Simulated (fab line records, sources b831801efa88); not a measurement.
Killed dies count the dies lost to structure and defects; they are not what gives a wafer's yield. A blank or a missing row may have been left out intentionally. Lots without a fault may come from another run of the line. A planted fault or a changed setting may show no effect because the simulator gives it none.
Split-lot trial ; flow gf180mcu ; 23 wafers read from 5 lots, route of 602 steps

## ABOUT THE SPLIT
At GF_SAB_DEVELOP_08 (develop time 60 s), the setting develop_time_s was moved away from the recipe's 60 s on 8 of the 23 wafers read, by -12.3% to +6.1%. This setting was run at the recipe's value on the other wafers.

No step appears in the file between the split and the reading.

## THE READING
cd_nm (nm) at GF_SAB_CD_MEAS_09, where the cd target is 420 nm. A value of 419.3 nm with a standard deviation of 1.9 nm is what fault-free wafers of this fab line usually give.

wafer;tool, chamber at the split;develop_time_s as run, s;against the recipe;cd_nm, nm;against lot-mates on the recipe
L074.1;litho_track-02, 0;60;recipe;420.9;-
L074.2;litho_track-02, 0;52.61;-12.3%;433.5;+13.1
L074.4;litho_track-02, 0;60;recipe;420.1;-
L074.5;litho_track-02, 0;60;recipe;420.3;-
L074.6;litho_track-02, 0;52.61;-12.3%;431.9;+11.5
L075.1;litho_track-01, 0;60;recipe;418.3;-
L075.5;litho_track-01, 0;60;recipe;419.8;-
L075.6;litho_track-01, 0;60;recipe;415.3;-
L078.1;litho_track-02, 0;60;recipe;415.5;-
L078.3;litho_track-02, 0;60;recipe;412.8;-
L078.4;litho_track-02, 0;60;recipe;418.2;-
L078.5;litho_track-02, 0;60;recipe;416.0;-
L078.6;litho_track-02, 0;60;recipe;417.1;-
L079.1;litho_track-01, 0;60;recipe;419.4;-
L079.3;litho_track-01, 0;56.91;-5.2%;424.0;+5.2
L079.4;litho_track-01, 0;56.91;-5.2%;426.0;+7.2
L079.5;litho_track-01, 0;60;recipe;418.2;-
L079.6;litho_track-01, 0;56.91;-5.2%;420.2;+1.4
L085.1;litho_track-02, 0;60;recipe;417.5;-
L085.3;litho_track-02, 0;60;recipe;417.9;-
L085.4;litho_track-02, 0;63.69;+6.1%;413.3;-4.4
L085.5;litho_track-02, 0;63.69;+6.1%;414.5;-3.2
L085.6;litho_track-02, 0;63.69;+6.1%;413.6;-4.1

FIT RESULTS
A straight line over all 23 wafers: cd_nm changes by -1.04 nm for each +1% of develop_time_s; r = -0.91; the points scatter about the line by 2.3 nm.
The same after taking each lot's own level away (the mean of its wafers on the recipe; 23 wafers): -0.882 nm for each +1%; r = -0.93; scatter 1.6 nm.
According to that fit, moving develop_time_s by its largest amount changes the reading by 11 nm.
Measured against the standard deviation above, the lots' own levels, which go from 415.92 to 420.43 nm, span 2.4 times it.
In other words, the slope is changed by the lot-to-lot level; the two fits disagree.
Check: with one of the wafers moved furthest among these (-12.3%) left out of the fit, the line predicts +10.3 nm for it against its lot-mates. Against them it came out at +13.1 nm.

## OTHER SPLITS APPLIED TO THESE WAFERS
Before the reading, these wafers also passed through other splits. Each is held against what the fit with the lots' levels taken away leaves over:
other split on the same wafers;wafers away from the commonest value;r with cd_nm (lot level and that fit taken away)
GF_POLY_GATE_PEB_08 peb_temp_c;4;+0.32
GF_POLY_GATE_ETCH_12 source_w;10;+0.06
GF_POLY_GATE_OXIDATION_16 temp_c;15;-0.20
GF_HV_LDD_IMPLANT_09 dose_cm2;7;+0.03
GF_HV_LDD_DEVELOP_30 dev_temp_c;7;-0.02
GF_HV_LDD_COAT_41 resist_thk_nm;8;-0.32
GF_HV_LDD_IMPLANT_48 energy_kev;5;+0.14
GF_PSD_EXPOSE_04 dose_mj;7;-0.25

## THE WHOLE CHAIN: every reading that the file lists as answering this split, in the file's order
step;what it does;reading;change (the file's fit);r (the file's)
GF_SAB_CD_MEAS_09;target cd 420 nm;cd_nm;-0.92 nm for each +1% of the setting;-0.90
GF_SAB_ETCH_11;etches SiO2 in C4F8/O2/Ar, target depth 55 nm, time 8.5 s;SAB.cd_nm (the simulator's own value, which no gauge read);-0.933 nm for each +1% of the setting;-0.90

## THE FILE'S OWN FIT
cd_nm changes by -0.92 nm for each +1% of develop_time_s, r = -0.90.
